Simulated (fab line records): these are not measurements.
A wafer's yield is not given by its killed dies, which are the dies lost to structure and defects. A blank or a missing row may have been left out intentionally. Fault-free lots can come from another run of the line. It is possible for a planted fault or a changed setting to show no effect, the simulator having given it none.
fab line records	flow sky130
record: lots: 6	wafers: 18	last-day: 50
route steps=708 shown NWELL@77 PWDE@84 VT_ADJUST_HVTP@85 PAD_OPEN@708
lots with no fault: from the same line, run without faults
start-h: start of the lot's first displayed wafer, in hours after the record's first day	wait-h: how many hours have passed since the lot's step before this one	" as in the row above	L1.1+2: a single row standing in for several wafers	- either no value or no given start	* or withheld: withheld	< > ~ a bound
route shown NAME@n: NAME is a module with steps in the file, n the number in the route of the first one	usual: mean and standard deviation over wafers with no fault	same: alike in all rows	chamber/n: place in a boat	sites: each site's reading	_std_site: standard deviation of those values	_edge_site: the outer-site mean with the inner-site mean subtracted	radius-mm: how far each site lies from the wafer's centre	mask NAME#n: copy n	behind: the last tool/chamber to shape the wafer	hold: reason for holding the lot/hours on hold/outcome of the hold	device: whichever transistor did not switch (one of n, p or np)	end of line: the tests these same wafers got at the end of their route	a step given without rows: its recipe and nothing more	killed: at the first sort, the dies lost to defects and structure; wafer yield is something else	map: a wafer's dies, marking killed ones x, the rest . and places with no die _
set.NAME: setting as actually run; set.NAME@STEP: the setting as run at that earlier step	model.NAME: the simulator's own value behind a step, which no gauge read
lots seen at some steps along the route; tables by step, rows by wafer
services: from which hour (start-h, from the record's first day; less than 0 if before it) a tool's chamber was out of use, for how many hours, and why
== steps ==
step: SKY_NWELL_IMPLANT_24
recipe: species: B	energy-kev: 140	dose-cm2: 9.2e+12	tilt-deg: withheld
step: SKY_NWELL_STRIP_25
recipe: chemistry: O2/N2	power-w: 1400	pressure-mtorr: 1500	platen-temp-c: withheld	o2-flow-sccm: 3000	n2-flow-sccm: 300	overash-fraction: 0.5
usual: drypump-motor-current-A: 5.2/0.38	oes-product-au: 0.722/0.0045	strip-time-to-endpoint-s: 37.01/0.11
lot.wafer	tool	chamber	start-h	wait-h	drypump-motor-current-A	oes-product-au	rf-hours-counter-h	strip-time-to-endpoint-s
L196.1	plasma-asher-02	0	142.60	0.1	5.1	0.714	34	37.08
L196.3	"	1	"	"	5.4	0.725	-	37.07
L196.5	"	1	"	"	5.4	0.726	-	37.01
L200.2	plasma-asher-02	1	167.65	0.1	5.4	0.728	36	37.14
L200.3	"	0	"	"	5.1	0.728	-	36.91
L200.4	"	1	"	"	5.4	0.724	-	37.01
L201.2	plasma-asher-04	1	168.20	0.1	5.2	0.726	47	37.17
L201.3	"	0	"	"	4.9	0.715	-	37.08
L201.4	"	1	"	"	5.2	0.724	-	37.17
L204.1	plasma-asher-01	1	185.90	0.1	4.6	0.716	7	37.04
L204.4	"	1	"	"	4.6	0.727	-	37.05
L204.6	"	1	"	"	4.6	0.723	-	36.96
L205.1	plasma-asher-02	1	194.95	0.1	5.4	0.719	39	36.99
L205.4	"	1	"	"	5.4	0.717	-	36.98
L205.6	"	0	"	"	5.1	0.720	-	37.08
L212.2	plasma-asher-01	0	242.25	0.1	5.9	0.722	12	37.18
L212.4	"	0	"	"	5.9	0.717	-	37.20
L212.5	"	1	"	"	4.6	0.724	-	37.27
step: SKY_NWELL_TW_MEAS_26
usual: NWELL_2_TW: 498/3.1
lot.wafer	tool	chamber	start-h	wait-h	NWELL_2_TW
L196.1	film-metro-04	-	142.70	0.1	494
L196.3	"	-	"	"	496
L196.5	"	-	"	"	494
L200.2	film-metro-03	-	167.76	0.1	502
L200.3	"	-	"	"	500
L200.4	"	-	"	"	502
L201.2	film-metro-04	-	168.31	0.1	495
L201.3	"	-	"	"	493
L201.4	"	-	"	"	493
L204.1	film-metro-03	-	186.00	0.1	499
L204.4	"	-	"	"	497
L204.6	"	-	"	"	499
L205.1	film-metro-03	-	195.05	0.1	498
L205.4	"	-	"	"	500
L205.6	"	-	"	"	499
L212.2	film-metro-04	-	242.36	0.1	495
L212.4	"	-	"	"	495
L212.5	"	-	"	"	494
step: SKY_NWELL_CLEAN_27
recipe: chemistry: SC1/SC2	mix: 1:4:20	temp-c: 70	time-s: 150	dry: n2-spin
step: SKY_NWELL_RTA_28
recipe: temp-c: 1050	time-s: 30	idle-temp-c: 650	ramp-up-c-per-s: 150	ramp-down-c-per-s: 90	ambient: N2
usual: lamp-power-pct: 25.30/0.051	wafer_temp_C_max: 1054.9/0.95
lot.wafer	tool	chamber	start-h	wait-h	lamp-power-pct	wafer_temp_C_max
L196.1	rtp-anneal-01	0	142.81	0.0	25.31	1054.9
L196.3	"	0	"	"	25.25	1053.4
L196.5	"	0	"	"	25.29	1056.8
L200.2	rtp-anneal-02	0	167.87	0.0	25.28	1054.3
L200.3	"	0	"	"	25.23	1057.5
L200.4	"	0	"	"	25.36	1052.9
L201.2	rtp-anneal-01	0	168.43	0.0	25.35	1054.5
L201.3	"	0	"	"	25.39	1053.3
L201.4	"	0	"	"	25.24	1055.6
L204.1	rtp-anneal-01	0	186.11	0.0	25.36	1055.2
L204.4	"	0	"	"	25.29	1054.5
L204.6	"	0	"	"	25.28	1055.3
L205.1	rtp-anneal-01	0	195.16	0.0	25.35	1054.1
L205.4	"	0	"	"	25.36	1054.4
L205.6	"	0	"	"	25.24	1054.2
L212.2	rtp-anneal-01	0	242.48	0.0	25.35	1054.8
L212.4	"	0	"	"	25.34	1053.9
L212.5	"	0	"	"	25.25	1056.5
step: SKY_NWELL_RS_MEAS_29
recipe: thk-meas-gauge: four-point-probe
usual: NWELL_RS: 624.7/1.5
lot.wafer	tool	chamber	start-h	wait-h	NWELL_RS[ohm/sq]
L196.1	film-metro-01	-	142.91	0.1	626.0
L196.3	"	-	"	"	625.9
L196.5	"	-	"	"	628.5
L200.2	film-metro-01	-	167.98	0.1	624.5
L200.3	"	-	"	"	622.5
L200.4	"	-	"	"	623.1
L201.2	film-metro-03	-	168.53	0.1	623.6
L201.3	"	-	"	"	625.0
L201.4	"	-	"	"	623.6
L204.1	film-metro-01	-	186.21	0.1	623.2
L204.4	"	-	"	"	625.7
L204.6	"	-	"	"	624.3
L205.1	film-metro-03	-	195.26	0.1	623.2
L205.4	"	-	"	"	623.3
L205.6	"	-	"	"	622.5
L212.2	film-metro-01	-	242.58	0.1	624.5
L212.4	"	-	"	"	624.2
L212.5	"	-	"	"	624.4
step: SKY_NWELL_RS_MEAS_31
recipe: thk-meas-gauge: four-point-probe
usual: PWDE_RS: 5274/15
lot.wafer	tool	chamber	start-h	wait-h	PWDE_RS[ohm/sq]
L196.1	film-metro-01	-	143.15	0.1	5264
L196.3	"	-	"	"	5267
L196.5	"	-	"	"	5274
L200.2	film-metro-01	-	168.22	0.1	5281
L200.3	"	-	"	"	5293
L200.4	"	-	"	"	5276
L201.2	film-metro-03	-	168.77	0.1	5291
L201.3	"	-	"	"	5296
L201.4	"	-	"	"	5299
L204.1	film-metro-01	-	186.45	0.1	5238
L204.4	"	-	"	"	5257
L204.6	"	-	"	"	5256
L205.1	film-metro-03	-	195.50	0.1	5281
L205.4	"	-	"	"	5264
L205.6	"	-	"	"	5282
L212.2	film-metro-01	-	242.82	0.1	5281
L212.4	"	-	"	"	5259
L212.5	"	-	"	"	5261
step: SKY_VT_ADJUST_HVTP_DEHYDRATE_00
recipe: temp-c: 200	time-s: 60
step: SKY_VT_ADJUST_HVTP_HMDS_01
recipe: prime-time-s: 60	prime-temp-c: 120
step: SKY_VT_ADJUST_HVTP_COAT_02
recipe: resist: NOVOLAK	spin-rpm: 3000	resist-thk-nm: 1140
step: SKY_VT_ADJUST_HVTP_SOFTBAKE_03
recipe: temp-c: 90	time-s: 60	resist: NOVOLAK
step: SKY_VT_ADJUST_HVTP_EXPOSE_04
recipe: mask-id: HVTPM	na: 0.6	source-shape: conventional	sigma-outer: 0.6	polarization: unpolarized	target-cd-nm: 380	dose-mj: 140
usual: reticle-temp-C: 23.02/0.099	stage-vel-mm-s: 499.93/0.23
same: sigma-outer: 0.6
lot.wafer	tool	chamber	start-h	wait-h	mask	reticle-temp-C	stage-vel-mm-s
L196.1	iline-stepper-01	0	152.65	-	HVTPM#0	22.98	499.61
L196.3	"	0	"	"	HVTPM#0	22.83	500.07
L196.5	"	0	"	"	HVTPM#0	22.95	499.74
L200.2	iline-stepper-02	0	177.59	-	HVTPM#0	23.16	500.15
L200.3	"	0	"	"	HVTPM#0	23.10	500.33
L200.4	"	0	"	"	HVTPM#0	23.02	500.06
L201.2	iline-stepper-02	0	178.19	-	HVTPM#0	23.01	499.88
L201.3	"	0	"	"	HVTPM#0	23.03	499.88
L201.4	"	0	"	"	HVTPM#0	22.97	499.99
L204.1	iline-stepper-01	0	197.43	-	HVTPM#0	22.99	500.12
L204.4	"	0	"	"	HVTPM#0	22.95	499.87
L204.6	"	0	"	"	HVTPM#0	23.02	499.85
L205.1	iline-stepper-01	0	206.21	-	HVTPM#0	22.98	500.40
L205.4	"	0	"	"	HVTPM#0	23.16	500.44
L205.6	"	0	"	"	HVTPM#0	23.00	500.04
L212.2	iline-stepper-02	0	253.99	-	HVTPM#0	23.22	500.13
L212.4	"	0	"	"	HVTPM#0	23.20	499.64
L212.5	"	0	"	"	HVTPM#0	23.26	500.12
step: SKY_VT_ADJUST_HVTP_PEB_05
recipe: temp-c: withheld	time-s: *	resist: NOVOLAK
step: SKY_VT_ADJUST_HVTP_DEVELOP_06
recipe: resist: NOVOLAK	developer: TMAH	develop-time-s: 60	dev-temp-c: 23
step: SKY_VT_ADJUST_HVTP_CD_MEAS_07
recipe: target-cd-nm: 380
usual: cd-nm: 378.7/2.3
lot.wafer	tool	chamber	start-h	wait-h	cd-nm
L196.1	cd-sem-02	-	161.37	0.1	378.6
L196.3	"	-	"	"	377.4
L196.5	"	-	"	"	379.8
L200.2	cd-sem-02	-	187.49	0.1	354.8
L200.3	"	-	"	"	381.4
L200.4	"	-	"	"	381.1
L201.2	cd-sem-02	-	188.08	0.1	352.8
L201.3	"	-	"	"	378.9
L201.4	"	-	"	"	380.5
L204.1	cd-sem-02	-	207.57	0.1	376.9
L204.4	"	-	"	"	378.7
L204.6	"	-	"	"	380.7
L205.1	cd-sem-01	-	217.12	0.1	382.7
L205.4	"	-	"	"	382.8
L205.6	"	-	"	"	379.7
L212.2	cd-sem-01	-	265.83	0.1	375.1
L212.4	"	-	"	"	378.6
L212.5	"	-	"	"	379.0
step: SKY_VT_ADJUST_HVTP_OVL_MEAS_08
usual: VT_ADJUST_HVTP_OVL: 1.0/1.5
lot.wafer	tool	chamber	start-h	wait-h	VT_ADJUST_HVTP_OVL[nm]
L196.1	overlay-01	-	161.49	0.1	0.1
L196.3	"	-	"	"	0.8
L196.5	"	-	"	"	-0.4
L200.2	overlay-01	-	187.60	0.1	3.1
L200.3	"	-	"	"	3.8
L200.4	"	-	"	"	2.3
L201.2	overlay-02	-	188.19	0.1	3.0
L201.3	"	-	"	"	1.9
L201.4	"	-	"	"	2.4
L204.1	overlay-01	-	207.69	0.1	-0.7
L204.4	"	-	"	"	-0.8
L204.6	"	-	"	"	0.5
L205.1	overlay-02	-	217.24	0.1	0.5
L205.4	"	-	"	"	-0.9
L205.6	"	-	"	"	0.0
L212.2	overlay-01	-	265.94	0.1	1.3
L212.4	"	-	"	"	0.4
L212.5	"	-	"	"	1.8
step: SKY_PAD_OPEN_PROBE_99
usual: killed_at_M0_to_M3: 43/6	killed_at_M4_up: 3.2/1.9	killed-at-contacts: 25/5.4	killed-at-front-end: 15/4.5	killed-at-other: 0.3/0.59	killed-dies: 87/8.7	killed-open: 47/6.7	killed-short: 39/5.7
same: gross-dies: 492	killed-at-back-side: 0
lot.wafer	tool	chamber	start-h	wait-h	killed_at_M0_to_M3	killed_at_M4_up	killed-at-contacts	killed-at-front-end	killed-at-other	killed-dies	killed-open	killed-short
L196.1	prober-01	-	1120.64	0.1	50	0	24	11	0	85	45	40
L196.3	prober-01	-	1120.74	0.2	45	3	15	9	0	72	34	38
L196.5	prober-01	-	1120.84	0.2	46	5	24	8	0	83	44	39
L200.2	prober-01	-	1159.28	0.1	49	8	30	16	0	103	63	40
L200.3	prober-01	-	1159.33	0.2	41	3	28	11	1	84	43	41
L200.4	prober-01	-	1159.38	0.2	36	6	33	13	0	88	45	43
killed by level:class
L196.1 VIA1:geometric-particle:open=12 CONTACT:geometric-particle:open=10 VIA2:geometric-particle:open=8 METAL1:geometric-particle:short=7 VIA1:geometric-particle:short=7 LI_CONTACT:geometric-particle:open=5 CONTACT:geometric-particle:short=4 VIA3:geometric-particle:short=4
L196.3 VIA1:geometric-particle:open=11 METAL2:geometric-particle:short=8 CONTACT:geometric-particle:open=6 METAL1:geometric-particle:short=5 METAL3:geometric-particle:short=5 VIA1:geometric-particle:short=4 LI_CONTACT:geometric-particle:open=3 LOCAL_INTERCONNECT:geometric-particle:short=3
L196.5 VIA1:geometric-particle:open=10 VIA3:geometric-particle:open=9 LI_CONTACT:geometric-particle:open=8 CONTACT:geometric-particle:short=5 CONTACT:geometric-particle:open=5 METAL2:geometric-particle:short=5 POLY_GATE:geometric-particle:short=4 METAL1:geometric-particle:open=4
L200.2 VIA1:geometric-particle:open=18 CONTACT:geometric-particle:open=10 LI_CONTACT:geometric-particle:open=9 VIA2:geometric-particle:open=7 VIA3:geometric-particle:open=7 FIELD_ISO:geometric-particle:short=6 METAL4:geometric-particle:short=6 METAL1:geometric-particle:open=5
L200.3 VIA1:geometric-particle:open=12 CONTACT:geometric-particle:open=9 LI_CONTACT:geometric-particle:open=8 METAL2:geometric-particle:short=7 LOCAL_INTERCONNECT:geometric-particle:short=5 VIA1:geometric-particle:short=5 VIA2:geometric-particle:open=5 METAL1:geometric-particle:short=5
L200.4 CONTACT:geometric-particle:open=13 LI_CONTACT:geometric-particle:open=9 VIA1:geometric-particle:open=8 METAL1:geometric-particle:short=7 METAL4:geometric-particle:short=6 LOCAL_INTERCONNECT:geometric-particle:short=5 VIA2:geometric-particle:open=5 POLY_GATE:geometric-particle:short=4
== services ==
tool	chamber	start-h	hours	kind
iline-stepper-01	-	120.73	1.7	pm
plasma-asher-04	-	126.24	2.8	pm
plasma-asher-01	-	144.23	0.8	repair
iline-stepper-01	-	144.75	1.3	repair
iline-stepper-01	-	228.20	2.1	pm
iline-stepper-01	-	230.28	-	consumable-replace:lamp
iline-stepper-02	0	235.14	-	calibration
== key ==
first-sign: step: SKY_VT_ADJUST_HVTP_CD_MEAS_07	reading: cd-nm	direction: down	sigmas: 11	usual: 378.7	struck: 353.8
effect none on later readings
met-at SKY_VT_ADJUST_HVTP_EXPOSE_04
struck-wafers L200.2,L201.2
tester-left-out L200,L201
fault: kind: process-parameter-drift	tool: iline-stepper-02	chamber: -	onset-h: 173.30	steps: SKY_VT_ADJUST_HVTP_EXPOSE_04	channel: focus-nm	offset: 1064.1	shape: step	end-h: 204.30	scope: struck-wafers-only
tester-left-out: of these lots the tester's yield and bins aren't shown, on N5 and GAA mostly nor the transistor test; their killed dies are dies lost to structure and defects alone, not to doping, threshold or leakage, so they don't give the yield
